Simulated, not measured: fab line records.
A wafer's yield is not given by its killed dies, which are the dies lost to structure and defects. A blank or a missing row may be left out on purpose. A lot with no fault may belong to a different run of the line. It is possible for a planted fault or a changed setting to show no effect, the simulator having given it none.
Which tool is to blame? | flow sky130 | Sampling: 24 lots, 72 wafers, 5 of 708 route steps

WHAT EACH GAUGE READ, for each wafer
SKY_LI_CONTACT_BOW_MEAS_03. Usual: LI_CONTACT_BOW typically reads 56 um, with standard deviation 7.3.
lot  | measured     | on            | LI_CONTACT_BOW (um) | flag
L074 | day 28 18:52 | film metro-03 | 64 59 56            |
L075 | day 29 10:14 | film metro-04 | 67 59 52            |
L076 | day 29 08:28 | film metro-03 | 54 63 52            |
L077 | day 29 18:33 | film metro-04 | 51 56 65            |
L078 | day 29 20:51 | film metro-04 | 53 55 62            |
L079 | day 30 07:31 | film metro-01 | 53 52 58            |
L080 | day 30 09:00 | film metro-03 | 57 57 64            |
L081 | day 30 16:13 | film metro-04 | 64 53 56            |
L082 | day 31 06:44 | film metro-01 | 64 56 59            |
L083 | day 31 07:39 | film metro-01 | 53 42 39            |
L084 | day 31 12:51 | film metro-03 | 59 59 58            |
L085 | day 31 17:56 | film metro-03 | 51 58 62            |
L086 | day 32 10:37 | film metro-01 | 61 65 62            |
L087 | day 32 15:13 | film metro-03 | 59 46 56            |
L088 | day 33 00:01 | film metro-03 | 58 50 40            |
L089 | day 32 23:25 | film metro-03 | 45 57 72            |
L090 | day 34 04:53 | film metro-01 | 54 59 67            |
L091 | day 34 06:02 | film metro-03 | 55 63 59            |
L092 | day 34 01:53 | film metro-04 | 53 62 59            |
L093 | day 34 09:50 | film metro-04 | 45 47 57            |
L094 | day 34 17:58 | film metro-03 | 41 64 55            |
L095 | day 34 19:49 | film metro-04 | 46 48 68            |
L096 | day 35 01:51 | film metro-03 | 60 55 59            |
L097 | day 35 03:05 | film metro-03 | 61 56 61            |

SKY_LOCAL_INTERCONNECT_OVL_MEAS_12. Usual: LOCAL_INTERCONNECT_OVL typically reads 2 nm, with standard deviation 5.3.
lot  | measured     | on         | LOCAL_INTERCONNECT_OVL (nm) | flag
L074 | day 31 04:02 | overlay-01 | 3 5 4                       |
L075 | day 31 19:45 | overlay-01 | -11 13 3                    |
L076 | day 31 17:39 | overlay-02 | -1 -3 4                     |
L077 | day 32 03:31 | overlay-02 | 7 6 14                      |
L078 | day 32 06:39 | overlay-02 | -6 7 -2                     |
L079 | day 32 14:36 | overlay-02 | 2 2 8                       |
L080 | day 32 16:58 | overlay-01 | -6 -3 1                     |
L081 | day 32 23:23 | overlay-01 | -6 1 -2                     |
L082 | day 33 13:14 | overlay-01 | 5 9 4                       |
L083 | day 33 14:23 | overlay-01 | -1 9 0                      |
L084 | day 33 18:54 | overlay-02 | -1 8 -2                     |
L085 | day 33 23:17 | overlay-01 | 4 -3 -1                     |
L086 | day 34 16:56 | overlay-01 | 4 2 0                       |
L087 | day 34 21:32 | overlay-02 | 3 -4 2                      |
L088 | day 35 07:08 | overlay-02 | -1 -5 -4                    |
L089 | day 35 05:55 | overlay-01 | -10 1 -1                    |
L090 | day 36 10:04 | overlay-02 | 3 2 4                       |
L091 | day 36 12:22 | overlay-01 | 5 -3 -5                     |
L092 | day 36 06:28 | overlay-02 | 2 0 5                       |
L093 | day 36 14:53 | overlay-01 | -1 2 10                     |
L094 | day 36 22:54 | overlay-01 | -2 5 5                      |
L095 | day 37 01:56 | overlay-02 | -4 -5 1                     |
L096 | day 37 06:44 | overlay-02 | 4 3 2                       |
L097 | day 37 08:48 | overlay-02 | 11 3 4                      |

SKY_METAL1_OVL_MEAS_16. Usual: METAL1_OVL typically reads 7 nm, with standard deviation 4.6.
lot  | measured     | on         | METAL1_OVL (nm) | flag
L074 | day 33 12:53 | overlay-02 | -3 5 6          |
L075 | day 34 05:38 | overlay-02 | 7 5 4           |
L076 | day 34 02:10 | overlay-02 | 11 0 1          |
L077 | day 34 11:34 | overlay-01 | 10 11 5         |
L078 | day 34 13:56 | overlay-02 | 2 -1 12         |
L079 | day 34 22:28 | overlay-02 | 7 3 -1          |
L080 | day 35 01:31 | overlay-01 | 13 11 10        |
L081 | day 35 06:47 | overlay-01 | 12 12 7         |
L082 | day 35 19:28 | overlay-01 | 7 10 8          |
L083 | day 35 22:14 | overlay-01 | 3 7 2           |
L084 | day 36 02:14 | overlay-02 | 7 8 1           |
L085 | day 36 06:20 | overlay-01 | 3 3 9           |
L086 | day 36 23:04 | overlay-02 | -2 3 2          |
L087 | day 37 05:05 | overlay-02 | 3 9 5           |
L088 | day 37 14:18 | overlay-01 | 9 5 3           |
L089 | day 37 11:05 | overlay-01 | 3 0 6           |
L090 | day 38 16:44 | overlay-01 | 9 13 7          |
L091 | day 38 17:58 | overlay-01 | 7 4 9           |
L092 | day 38 13:31 | overlay-01 | 14 11 9         |
L093 | day 38 20:16 | overlay-01 | 8 18 11         |
L094 | day 39 04:10 | overlay-02 | 4 7 5           |
L095 | day 39 07:08 | overlay-02 | 6 2 8           |
L096 | day 39 10:56 | overlay-01 | 10 7 12         |
L097 | day 39 12:44 | overlay-02 | 11 14 9         |

TOOL THAT RAN EACH LOT (tool first, then ch and the chambers of the sampled wafers, then the start)
lot  | SKY_VT_ADJUST_LVTN_STRIP_09          | SKY_LOCAL_INTERCONNECT_STRIP_15
L074 | plasma asher-04 ch 0,1, day 7 10:58  | plasma asher-02 ch 0,1, day 31 04:11
L075 | plasma asher-03 ch 0,1, day 7 21:37  | plasma asher-01 ch 0,1, day 31 19:54
L076 | plasma asher-04 ch 0,1, day 7 21:47  | plasma asher-03 ch 0,1, day 31 17:48
L077 | plasma asher-03 ch 0,1, day 8 02:53  | plasma asher-03 ch 0,1, day 32 03:40
L078 | plasma asher-01 ch 0,1, day 8 04:55  | plasma asher-02 ch 0,1, day 32 06:48
L079 | plasma asher-03 ch 0,1, day 8 12:26  | plasma asher-03 ch 0,1, day 32 14:45
L080 | plasma asher-03 ch 0,1, day 8 17:20  | plasma asher-02 ch 0,1, day 32 17:07
L081 | plasma asher-01 ch 0,1, day 8 20:32  | plasma asher-03 ch 0,1, day 32 23:33
L082 | plasma asher-03 ch 0,1, day 9 10:22  | plasma asher-02 ch 0,1, day 33 13:23
L083 | plasma asher-01 ch 0,1, day 9 10:50  | plasma asher-02 ch 0,1, day 33 14:32
L084 | plasma asher-03 ch 0,1, day 9 16:06  | plasma asher-01 ch 0,1, day 33 19:11
L085 | plasma asher-04 ch 0,1, day 9 22:05  | plasma asher-03 ch 0,1, day 33 23:28
L086 | plasma asher-04 ch 0,1, day 10 03:52 | plasma asher-02 ch 1, day 34 17:05
L087 | plasma asher-03 ch 0,1, day 10 12:03 | plasma asher-02 ch 0,1, day 34 21:42
L088 | plasma asher-04 ch 0,1, day 10 19:26 | plasma asher-03 ch 0,1, day 35 07:17
L089 | plasma asher-04 ch 0, day 11 01:29   | plasma asher-01 ch 0,1, day 35 06:04
L090 | plasma asher-04 ch 0,1, day 11 08:10 | plasma asher-02 ch 0,1, day 36 10:14
L091 | plasma asher-01 ch 0,1, day 11 12:05 | plasma asher-01 ch 0,1, day 36 12:38
L092 | plasma asher-04 ch 0,1, day 11 17:43 | plasma asher-02 ch 0,1, day 36 06:37
L093 | plasma asher-04 ch 0,1, day 12 07:52 | plasma asher-02 ch 0,1, day 36 15:09
L094 | plasma asher-03 ch 0,1, day 12 15:58 | plasma asher-01 ch 0,1, day 36 23:03
L095 | plasma asher-01 ch 1, day 12 21:28   | plasma asher-01 ch 0,1, day 37 02:11
L096 | plasma asher-01 ch 0,1, day 12 23:53 | plasma asher-01 ch 0,1, day 37 06:53
L097 | plasma asher-04 ch 0,1, day 13 03:46 | plasma asher-03 ch 0, day 37 08:57
- SKY_VT_ADJUST_LVTN_STRIP_09: strips in O2/N2.
- SKY_LOCAL_INTERCONNECT_STRIP_15: strips in O2/N2.

AS READ BY THE TOOLS THEMSELVES (means over the sampled wafers that have a number; for cases with no such wafer, the mark the record gives instead)
SKY_VT_ADJUST_LVTN_STRIP_09. Usual: drypump motor current A 5.6 A, standard deviation 0.51; n2 flow sccm 299.9 sccm, standard deviation 0.9; oes product au 0.722 a.u., standard deviation 0.0044; strip time to endpoint s 36.91 s, standard deviation 0.11.
lot  | tool            | drypump motor current A (A) | n2 flow sccm (sccm) | oes product au (a.u.) | strip time to endpoint s (s) | flag
L074 | plasma asher-04 | 5.7                         | 300.2               | 0.720                 | 36.86                        |
L075 | plasma asher-03 | 5.4                         | 300.5               | 0.723                 | 36.86                        |
L076 | plasma asher-04 | 5.7                         | 300.5               | 0.727                 | 37.04                        |
L077 | plasma asher-03 | 5.3                         | 299.3               | 0.720                 | 37.07                        |
L078 | plasma asher-01 | 5.8                         | 300.2               | 0.726                 | 37.02                        |
L079 | plasma asher-03 | 5.3                         | 300.7               | 0.725                 | 36.85                        |
L080 | plasma asher-03 | 5.4                         | 300.3               | 0.722                 | 37.10                        |
L081 | plasma asher-01 | 6.0                         | 299.4               | 0.726                 | 36.80                        |
L082 | plasma asher-03 | 5.3                         | 299.2               | 0.728                 | 36.92                        |
L083 | plasma asher-01 | 5.9                         | 299.1               | 0.717                 | 36.96                        |
L084 | plasma asher-03 | 5.3                         | 300.5               | 0.721                 | 36.86                        |
L085 | plasma asher-04 | 5.8                         | 300.1               | 0.723                 | 36.91                        |
L086 | plasma asher-04 | 5.3                         | 300.2               | 0.723                 | 36.76                        |
L087 | plasma asher-03 | 5.3                         | 300.9               | 0.725                 | 36.79                        |
L088 | plasma asher-04 | 5.7                         | 299.9               | 0.722                 | 36.94                        |
L089 | plasma asher-04 | 6.2                         | 300.5               | 0.725                 | 36.79                        |
L090 | plasma asher-04 | 5.7                         | 299.0               | 0.725                 | 36.94                        |
L091 | plasma asher-01 | 5.8                         | 300.2               | 0.720                 | 36.85                        |
L092 | plasma asher-04 | 5.8                         | 300.1               | 0.723                 | 36.85                        |
L093 | plasma asher-04 | 5.3                         | 298.9               | 0.720                 | 36.84                        |
L094 | plasma asher-03 | 5.4                         | 300.7               | 0.720                 | 36.88                        |
L095 | plasma asher-01 | 5.6                         | 299.1               | 0.721                 | 36.99                        |
L096 | plasma asher-01 | 5.8                         | 300.9               | 0.718                 | 37.02                        |
L097 | plasma asher-04 | 5.7                         | 300.3               | 0.727                 | 36.92                        |

SKY_LOCAL_INTERCONNECT_STRIP_15. Usual: drypump motor current A 5.7 A, standard deviation 0.31; n2 flow sccm 300.1 sccm, standard deviation 0.79; oes product au 0.428 a.u., standard deviation 0.0046; strip time to endpoint s 4.733 s, standard deviation 0.024.
lot  | tool            | drypump motor current A (A) | n2 flow sccm (sccm) | oes product au (a.u.) | strip time to endpoint s (s) | flag
L074 | plasma asher-02 | 5.8                         | 299.5               | 0.428                 | 4.732                        |
L075 | plasma asher-01 | 5.9                         | 299.9               | 0.422                 | 4.731                        |
L076 | plasma asher-03 | 5.4                         | 299.7               | 0.427                 | 4.720                        |
L077 | plasma asher-03 | 5.3                         | 300.4               | 0.431                 | 4.747                        |
L078 | plasma asher-02 | 6.0                         | 299.4               | 0.429                 | 4.706                        |
L079 | plasma asher-03 | 5.4                         | 299.4               | 0.427                 | 4.698                        |
L080 | plasma asher-02 | 6.0                         | 300.4               | 0.428                 | 4.732                        |
L081 | plasma asher-03 | 5.4                         | 300.6               | 0.430                 | 4.745                        |
L082 | plasma asher-02 | 6.0                         | 300.6               | 0.423                 | 4.730                        |
L083 | plasma asher-02 | 5.8                         | 299.8               | 0.425                 | 4.754                        |
L084 | plasma asher-01 | 5.8                         | 300.0               | 0.427                 | 4.715                        |
L085 | plasma asher-03 | 5.4                         | 301.0               | 0.436                 | 4.763                        |
L086 | plasma asher-02 | 6.1                         | 299.9               | 0.431                 | 4.729                        |
L087 | plasma asher-02 | 5.9                         | 300.0               | 0.432                 | 4.716                        |
L088 | plasma asher-03 | 5.3                         | 300.5               | 0.428                 | 4.750                        |
L089 | plasma asher-01 | 6.0                         | 300.2               | 0.430                 | 4.720                        |
L090 | plasma asher-02 | 5.8                         | 299.8               | 0.430                 | 4.734                        |
L091 | plasma asher-01 | 6.0                         | 300.1               | 0.428                 | 4.724                        |
L092 | plasma asher-02 | 6.0                         | 301.2               | 0.430                 | 4.747                        |
L093 | plasma asher-02 | 5.9                         | 299.5               | 0.429                 | 4.723                        |
L094 | plasma asher-01 | 6.0                         | 299.7               | 0.430                 | 4.730                        |
L095 | plasma asher-01 | 5.8                         | 300.4               | 0.429                 | 4.753                        |
L096 | plasma asher-01 | 5.8                         | 300.0               | 0.431                 | 4.750                        |
L097 | plasma asher-03 | 5.3                         | 299.9               | 0.426                 | 4.727                        |

THE ANSWER, worked out from the rows above alone
Rule: lot off if the mean of its wafers having a number is beyond 3 standard deviations from the usual mean. Also off: a lot with no number at a reading for which 4 or more lots have one. Where the step has rows for the other lots, those lots are counted as sound. First the gauges in route order, then the tools' own readings, where a lot's mean is used as printed above. At the first step where some lot is off, the reading lying furthest off is the one used; lots without a number count as furthest.
None of the lots is off at any reading shown; this tells nothing.

WHAT WAS PUT IN BY THE SIMULATOR
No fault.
